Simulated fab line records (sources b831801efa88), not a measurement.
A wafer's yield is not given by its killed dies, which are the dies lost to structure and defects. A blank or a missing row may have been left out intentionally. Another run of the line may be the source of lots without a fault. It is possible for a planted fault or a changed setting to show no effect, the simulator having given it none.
The tool behind it: which one? + flow sky130 + 24 lots, 72 wafers sampled, at 6 steps of a route of 708

## WHAT THE GAUGES READ, wafer by wafer
SKY_VIA1_THK_MEAS_23: measures by xrf. Usual: VIA1_W_THK 274 nm, standard deviation 6.8.
| lot  | measured     | on            | VIA1_W_THK (nm) | flag |
|------|--------------|---------------|-----------------|------|
| L074 | day 34 00:59 | film-metro-04 | 267 277 263     |      |
| L075 | day 34 01:56 | film-metro-04 | 265 269 266     |      |
| L076 | day 34 13:15 | film-metro-04 | 275 269 266     |      |
| L077 | day 35 10:20 | film-metro-03 | 271 279 269     |      |
| L078 | day 36 02:29 | film-metro-02 | 272 281 277     |      |
| L079 | day 36 05:40 | film-metro-03 | 279 279 271     |      |
| L080 | day 36 08:25 | film-metro-04 | 271 268 261     |      |
| L081 | day 36 18:44 | film-metro-03 | 275 278 267     |      |
| L082 | day 37 04:39 | film-metro-04 | 278 272 276     |      |
| L083 | day 37 12:22 | film-metro-04 | 272 272 271     |      |
| L084 | day 37 13:43 | film-metro-02 | 271 279 271     |      |
| L085 | day 38 09:38 | film-metro-02 | 276 286 278     |      |
| L087 | day 38 10:18 | film-metro-03 | 265 271 269     |      |
| L086 | day 38 10:41 | film-metro-03 | 271 285 283     |      |
| L088 | day 38 18:29 | film-metro-02 | 282 294 285     |      |
| L089 | day 38 20:31 | film-metro-04 | 270 272 285     |      |
| L090 | day 39 02:09 | film-metro-03 | 279 266 270     |      |
| L091 | day 39 12:13 | film-metro-03 | 274 270 262     |      |
| L092 | day 39 16:42 | film-metro-03 | 272 271 276     |      |
| L093 | day 39 19:46 | film-metro-02 | 283 281 285     |      |
| L094 | day 40 11:29 | film-metro-04 | 277 267 264     |      |
| L095 | day 40 16:28 | film-metro-03 | 274 285 285     |      |
| L096 | day 40 23:53 | film-metro-04 | 265 271 263     |      |
| L097 | day 41 10:13 | film-metro-04 | 269 268 278     |      |

SKY_METAL2_THK_MEAS_06: measures by xrf. Usual: METAL2_ALCU_THK 253 nm, standard deviation 3.1.
| lot  | measured     | on            | METAL2_ALCU_THK (nm) | flag |
|------|--------------|---------------|----------------------|------|
| L074 | day 34 01:42 | film-metro-03 | 249 251 252          |      |
| L075 | day 34 02:34 | film-metro-03 | 250 250 250          |      |
| L076 | day 34 13:52 | film-metro-03 | 252 253 253          |      |
| L077 | day 35 10:57 | film-metro-03 | 253 254 248          |      |
| L078 | day 36 03:07 | film-metro-01 | 258 258 255          |      |
| L079 | day 36 06:17 | film-metro-03 | 251 249 248          |      |
| L080 | day 36 09:02 | film-metro-01 | 253 252 251          |      |
| L081 | day 36 19:21 | film-metro-01 | 255 256 257          |      |
| L082 | day 37 05:16 | film-metro-03 | 250 255 254          |      |
| L083 | day 37 12:59 | film-metro-03 | 252 251 249          |      |
| L084 | day 37 14:20 | film-metro-01 | 257 257 257          |      |
| L085 | day 38 10:28 | film-metro-04 | 254 252 250          |      |
| L087 | day 38 10:55 | film-metro-04 | 254 254 249          |      |
| L086 | day 38 11:18 | film-metro-04 | 251 248 248          |      |
| L088 | day 38 19:05 | film-metro-01 | 258 253 259          |      |
| L089 | day 38 21:08 | film-metro-01 | 259 249 251          |      |
| L090 | day 39 02:46 | film-metro-03 | 253 249 246          |      |
| L091 | day 39 12:56 | film-metro-03 | 251 251 249          |      |
| L092 | day 39 17:19 | film-metro-04 | 253 249 253          |      |
| L093 | day 39 20:23 | film-metro-04 | 254 256 254          |      |
| L094 | day 40 12:06 | film-metro-01 | 255 261 260          |      |
| L095 | day 40 17:05 | film-metro-04 | 255 255 253          |      |
| L096 | day 41 00:31 | film-metro-01 | 256 254 257          |      |
| L097 | day 41 10:50 | film-metro-04 | 259 255 257          |      |

SKY_VIA2_THK_MEAS_01. Usual: VIA2_HDPCVD_THK 1185 nm, standard deviation 11.
| lot  | measured     | on            | VIA2_HDPCVD_THK (nm) | flag |
|------|--------------|---------------|----------------------|------|
| L074 | day 35 05:46 | film-metro-03 | 1195 1174 1197       |      |
| L075 | day 35 05:52 | film-metro-02 | 1180 1173 1169       |      |
| L076 | day 35 16:28 | film-metro-02 | 1198 1186 1186       |      |
| L077 | day 36 14:24 | film-metro-02 | 1174 1163 1173       |      |
| L078 | day 37 06:01 | film-metro-03 | 1202 1186 1201       |      |
| L079 | day 37 09:03 | film-metro-01 | 1175 1190 1178       |      |
| L080 | day 37 12:00 | film-metro-02 | 1191 1189 1185       |      |
| L081 | day 37 22:08 | film-metro-01 | 1174 1186 1187       |      |
| L082 | day 38 08:32 | film-metro-03 | 1180 1174 1173       |      |
| L083 | day 38 15:33 | film-metro-03 | 1191 1191 1176       |      |
| L084 | day 38 17:32 | film-metro-01 | 1185 1192 1168       |      |
| L085 | day 39 12:17 | film-metro-02 | 1170 1189 1182       |      |
| L087 | day 39 13:39 | film-metro-03 | 1181 1191 1179       |      |
| L086 | day 39 13:31 | film-metro-03 | 1195 1206 1190       |      |
| L088 | day 39 20:53 | film-metro-03 | 1183 1170 1178       |      |
| L089 | day 39 22:49 | film-metro-02 | 1180 1197 1183       |      |
| L090 | day 40 04:40 | film-metro-02 | 1187 1185 1206       |      |
| L091 | day 40 14:40 | film-metro-02 | 1192 1181 1193       |      |
| L092 | day 40 18:33 | film-metro-01 | 1179 1189 1179       |      |
| L093 | day 40 21:52 | film-metro-02 | 1179 1183 1190       |      |
| L094 | day 41 12:49 | film-metro-03 | 1180 1178 1192       |      |
| L095 | day 41 18:32 | film-metro-01 | 1197 1173 1190       |      |
| L096 | day 42 01:08 | film-metro-03 | 1189 1181 1178       |      |
| L097 | day 42 10:26 | film-metro-01 | 1197 1183 1211       |      |

SKY_METAL3_OVL_MEAS_14. Usual: METAL3_OVL 1 nm, standard deviation 5.4.
| lot  | measured     | on         | METAL3_OVL (nm) | flag |
|------|--------------|------------|-----------------|------|
| L074 | day 38 14:17 | overlay-01 | -6 6 -7         |      |
| L075 | day 38 14:29 | overlay-01 | -3 -4 -8        |      |
| L076 | day 39 00:28 | overlay-02 | -5 0 -4         |      |
| L077 | day 39 21:02 | overlay-02 | 6 -1 -1         |      |
| L078 | day 40 12:26 | overlay-02 | -1 2 1          |      |
| L079 | day 40 14:08 | overlay-02 | 5 3 -3          |      |
| L080 | day 40 17:01 | overlay-02 | 3 2 3           |      |
| L081 | day 41 01:20 | overlay-02 | 9 9 4           |      |
| L082 | day 41 12:58 | overlay-01 | 0 -1 -1         |      |
| L083 | day 41 20:08 | overlay-02 | 3 8 6           |      |
| L084 | day 41 20:29 | overlay-02 | 4 -4 12         |      |
| L085 | day 42 14:50 | overlay-02 | 11 3 4          |      |
| L087 | day 42 17:14 | overlay-02 | -2 0 7          |      |
| L086 | day 42 17:05 | overlay-01 | 4 6 11          |      |
| L088 | day 42 23:04 | overlay-01 | -5 4 -3         |      |
| L089 | day 43 00:17 | overlay-02 | -14 -17 -8      |      |
| L090 | day 43 05:34 | overlay-01 | -1 -4 -7        |      |
| L091 | day 43 16:14 | overlay-01 | 13 4 9          |      |
| L092 | day 43 19:55 | overlay-01 | -4 -6 -1        |      |
| L093 | day 43 21:59 | overlay-01 | 4 4 6           |      |
| L094 | day 44 11:35 | overlay-02 | 4 7 8           |      |
| L095 | day 44 18:37 | overlay-01 | 1 5 9           |      |
| L096 | day 44 23:53 | overlay-02 | 9 5 4           |      |
| L097 | day 45 08:08 | overlay-01 | -2 3 -6         |      |

SKY_VIA3_THK_MEAS_01. Usual: VIA3_HDPCVD_THK 1676 nm, standard deviation 17.
| lot  | measured     | on            | VIA3_HDPCVD_THK (nm) | flag |
|------|--------------|---------------|----------------------|------|
| L074 | day 38 15:26 | film-metro-03 | 1646 1646 1654       |      |
| L075 | day 38 15:44 | film-metro-02 | 1655 1672 1706       |      |
| L076 | day 39 01:35 | film-metro-03 | 1642 1670 1646       |      |
| L077 | day 39 22:09 | film-metro-02 | 1662 1677 1666       |      |
| L078 | day 40 13:34 | film-metro-02 | 1682 1676 1680       |      |
| L079 | day 40 15:15 | film-metro-03 | 1665 1669 1660       |      |
| L080 | day 40 18:08 | film-metro-04 | 1691 1677 1688       |      |
| L081 | day 41 02:28 | film-metro-02 | 1676 1667 1680       |      |
| L082 | day 41 14:05 | film-metro-02 | 1708 1689 1693       |      |
| L083 | day 41 21:16 | film-metro-03 | 1680 1658 1683       |      |
| L084 | day 41 21:37 | film-metro-04 | 1702 1680 1690       |      |
| L085 | day 42 15:58 | film-metro-02 | 1668 1682 1694       |      |
| L087 | day 42 18:32 | film-metro-04 | 1657 1649 1663       |      |
| L086 | day 42 18:20 | film-metro-03 | 1673 1678 1692       |      |
| L088 | day 43 00:11 | film-metro-03 | 1661 1669 1687       |      |
| L089 | day 43 01:29 | film-metro-02 | 1683 1675 1683       |      |
| L090 | day 43 06:46 | film-metro-04 | 1682 1688 1696       |      |
| L091 | day 43 17:29 | film-metro-03 | 1670 1652 1683       |      |
| L092 | day 43 21:02 | film-metro-04 | 1674 1693 1683       |      |
| L093 | day 43 23:22 | film-metro-04 | 1654 1662 1656       |      |
| L094 | day 44 12:45 | film-metro-02 | 1684 1679 1695       |      |
| L095 | day 44 19:45 | film-metro-04 | 1681 1662 1665       |      |
| L096 | day 45 01:01 | film-metro-02 | 1705 1689 1690       |      |
| L097 | day 45 09:18 | film-metro-04 | 1675 1696 1661       |      |

## TOOL THAT RAN EACH LOT (tool first, then ch and the chambers of the sampled wafers, then the start)
| lot  | SKY_VIA2_CMP_02               |
|------|-------------------------------|
| L074 | cmp-01 ch 0,2,3, day 35 05:54 |
| L075 | cmp-02 ch 1,2,3, day 35 06:01 |
| L076 | cmp-02 ch 1,3, day 35 16:31   |
| L077 | cmp-01 ch 1,2,3, day 36 14:31 |
| L078 | cmp-01 ch 0,1,2, day 37 06:10 |
| L079 | cmp-02 ch 0,2,3, day 37 09:16 |
| L080 | cmp-02 ch 1,2,3, day 37 12:10 |
| L081 | cmp-02 ch 0,3, day 37 22:11   |
| L082 | cmp-02 ch 0,1,2, day 38 08:35 |
| L083 | cmp-02 ch 0,1,3, day 38 15:40 |
| L084 | cmp-02 ch 0,1,2, day 38 17:41 |
| L085 | cmp-02 ch 0,1, day 39 12:40   |
| L087 | cmp-02 ch 0,1,2, day 39 13:58 |
| L086 | cmp-02 ch 0,1,2, day 39 13:34 |
| L088 | cmp-02 ch 1,2,3, day 39 20:57 |
| L089 | cmp-01 ch 0,1,3, day 39 22:52 |
| L090 | cmp-01 ch 0,2,3, day 40 04:43 |
| L091 | cmp-02 ch 0,1,2, day 40 14:49 |
| L092 | cmp-02 ch 0,1, day 40 18:37   |
| L093 | cmp-01 ch 0,3, day 40 21:55   |
| L094 | cmp-02 ch 1,2, day 41 12:52   |
| L095 | cmp-01 ch 0,1,2, day 41 18:54 |
| L096 | cmp-01 ch 0,1,2, day 42 01:13 |
| L097 | cmp-02 ch 1,2, day 42 10:28   |
- SKY_VIA2_CMP_02: polishes SiO2.

## AS READ BY THE TOOLS THEMSELVES (means over the sampled wafers that have a number; for cases with no such wafer, the mark the record gives instead)
SKY_VIA2_CMP_02. Usual: motor-current-A reads 12.3 A (standard deviation 0.93).
| lot  | tool   | motor-current-A (A) | flag |
|------|--------|---------------------|------|
| L074 | cmp-01 | 12.0                |      |
| L075 | cmp-02 | 12.8                |      |
| L076 | cmp-02 | 12.3                |      |
| L077 | cmp-01 | 12.2                |      |
| L078 | cmp-01 | 12.9                |      |
| L079 | cmp-02 | 12.9                |      |
| L080 | cmp-02 | 12.8                |      |
| L081 | cmp-02 | 12.2                |      |
| L082 | cmp-02 | 12.7                |      |
| L083 | cmp-02 | 12.2                |      |
| L084 | cmp-02 | 12.6                |      |
| L085 | cmp-02 | 12.2                |      |
| L087 | cmp-02 | 12.6                |      |
| L086 | cmp-02 | 12.4                |      |
| L088 | cmp-02 | 12.2                |      |
| L089 | cmp-01 | 11.1                |      |
| L090 | cmp-01 | 12.3                |      |
| L091 | cmp-02 | 12.5                |      |
| L092 | cmp-02 | 12.2                |      |
| L093 | cmp-01 | 11.5                |      |
| L094 | cmp-02 | 13.1                |      |
| L095 | cmp-01 | 12.5                |      |
| L096 | cmp-01 | 12.7                |      |
| L097 | cmp-02 | 12.6                |      |

## THE ANSWER, worked out from the rows above alone
Rule: take the mean of a lot's wafers that have a number; if it is more than 3 standard deviations from the usual mean, the lot is off. A lot without any number at a reading at which 4 lots or more have one is off too. All remaining lots with rows at the step are treated as sound. The gauges are gone through in route order, then the tools' own readings, and for those a lot's mean is taken as printed above. At the first step where some lot is off, the reading lying furthest off is the one used; lots without a number count as furthest.
Nothing can be told from this: no lot is off at any reading shown.

## WHAT THE SIMULATOR HAD PUT IN
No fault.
